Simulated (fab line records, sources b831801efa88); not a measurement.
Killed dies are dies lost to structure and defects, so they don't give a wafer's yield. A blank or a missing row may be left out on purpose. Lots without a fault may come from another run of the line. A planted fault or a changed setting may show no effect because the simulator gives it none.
A struck lot beside a sound one | flow sky130 | 36 steps out of a route of 708
Sound: wafers L856.1, L856.3, L856.6. Struck: wafers L863.1, L863.4, L863.6. The cause comes at the end.
At each step with rows: each side's tool, then ch and its chambers, then its first start. Under that, the readings that differ: sound wafers | struck wafers | difference of the means | sigmas: that difference in standard deviations of wafers without a fault.
alike: readings whose means differ by less than 2 such deviations, and words and numbers that are the same on both sides. not compared: withheld readings, readings that some wafer has no value for, bounds like >300 that may hide the same value, and numbers for which the record gives no deviation and whose values overlap.
The two part at a step that has a row with sigmas, a row that says differs or no value, or rows on one side only. Numbers that don't overlap but have no deviation are shown without sigmas and don't part them. A reading that every wafer of one side lacks parts them only if that side has two wafers or more.

first, 10 steps without rows for these wafers: SKY_POLY_CUT_ETCH_10 (etches BARC in N2/H2, stops on SiO2, time 45.9 s, target depth 60 nm); SKY_POLY_CUT_ETCH_11 (etches Si3N4 in CF4/CH2F2/Ar, stops on poly-Si, time 42.5 s, target depth 60 nm); SKY_POLY_CUT_STRIP_12 (strips in O2/N2); SKY_SD_P_DEHYDRATE_00 (time 60 s); SKY_SD_P_HMDS_01 (prime time 60 s); SKY_SD_P_COAT_02 (resist thk 1140 nm); SKY_SD_P_SOFTBAKE_03 (time 60 s); SKY_SD_P_EXPOSE_04 (exposes mask PSDM, target cd 380 nm); SKY_SD_P_PEB_05; SKY_SD_P_DEVELOP_06 (develop time 62.08 s).
SKY_SD_P_IMPLANT_09:
  sound on implanter-03 ch 0, day 29 09:32; struck on implanter-03 ch 0, day 31 11:56
  reading            | sound                | struck            | difference | sigmas
  tilt_deg (degrees) | -0.031 -0.036 -0.018 | 4.606 4.655 4.584 | +4.643     | +99 or more
  alike: beam_energy_keV
then, 1 step without rows for these wafers: SKY_SD_P_STRIP_10 (strips in O2/N2).
SKY_SD_P_TW_MEAS_11:
  sound on film_metro-04, day 29 09:47; struck on film_metro-02, day 31 12:11
  reading | sound          | struck         | difference | sigmas
  SD_P_TW | 2847 2852 2836 | 2959 2952 2956 | +111       | +3
then, 21 steps without rows for these wafers: SKY_RES_XHIGH_DEHYDRATE_00 (time 60 s); SKY_RES_XHIGH_HMDS_01 (prime time 60 s); SKY_RES_XHIGH_COAT_02 (resist thk 1140 nm); SKY_RES_XHIGH_SOFTBAKE_03 (time 60 s); SKY_RES_XHIGH_EXPOSE_04 (exposes mask URPM, target cd 1270 nm); SKY_RES_XHIGH_PEB_05; SKY_RES_XHIGH_DEVELOP_06 (develop time 60 s); SKY_RES_XHIGH_IMPLANT_07; SKY_RES_XHIGH_STRIP_08 (strips in O2/N2); SKY_SD_N_DEHYDRATE_00 (time 60 s); SKY_SD_N_HMDS_01 (prime time 60 s); SKY_SD_N_COAT_02 (resist thk 1140 nm); SKY_SD_N_SOFTBAKE_03 (time 60 s); SKY_SD_N_EXPOSE_04 (exposes mask NSDM, target cd 380 nm); SKY_SD_N_PEB_05; SKY_SD_N_DEVELOP_06 (develop time 60 s); SKY_SD_N_IMPLANT_09; SKY_SD_N_IMPLANT_10; SKY_SD_N_STRIP_11 (strips in O2/N2); SKY_SD_N_CLEAN_13 (cleans in SC1/SC2, time 150 s); SKY_SD_N_RTA_14 (time 2 s).
-- the record jumps here: 2 days lie between the struck wafers' starts before and after --
SKY_SD_N_RS_MEAS_17: measures by four-point-probe.
  sound on film_metro-02, day 31 18:45; struck on film_metro-04, day 33 19:22
  reading          | sound             | struck            | difference | sigmas
  SD_P_RS (ohm/sq) | 146.7 147.0 147.0 | 139.8 139.9 140.0 | -7.0       | -19
-- the record jumps here: 16 days lie between the struck wafers' starts before and after (it left off in module SD_N and takes up again in module PAD_OPEN, whose first step shown is number 708 of the route) --
SKY_PAD_OPEN_PROBE_99:
  the record has rows for the struck wafers here (prober-02, day 49 22:13) and none for the sound ones

WHERE THEY PART
First at SKY_SD_P_IMPLANT_09; last, within this record, at SKY_PAD_OPEN_PROBE_99.

WHY: what the simulator had put in
Process parameter drift: implanter-03, from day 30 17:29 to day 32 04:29, at SKY_SD_P_IMPLANT_09. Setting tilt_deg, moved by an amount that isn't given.
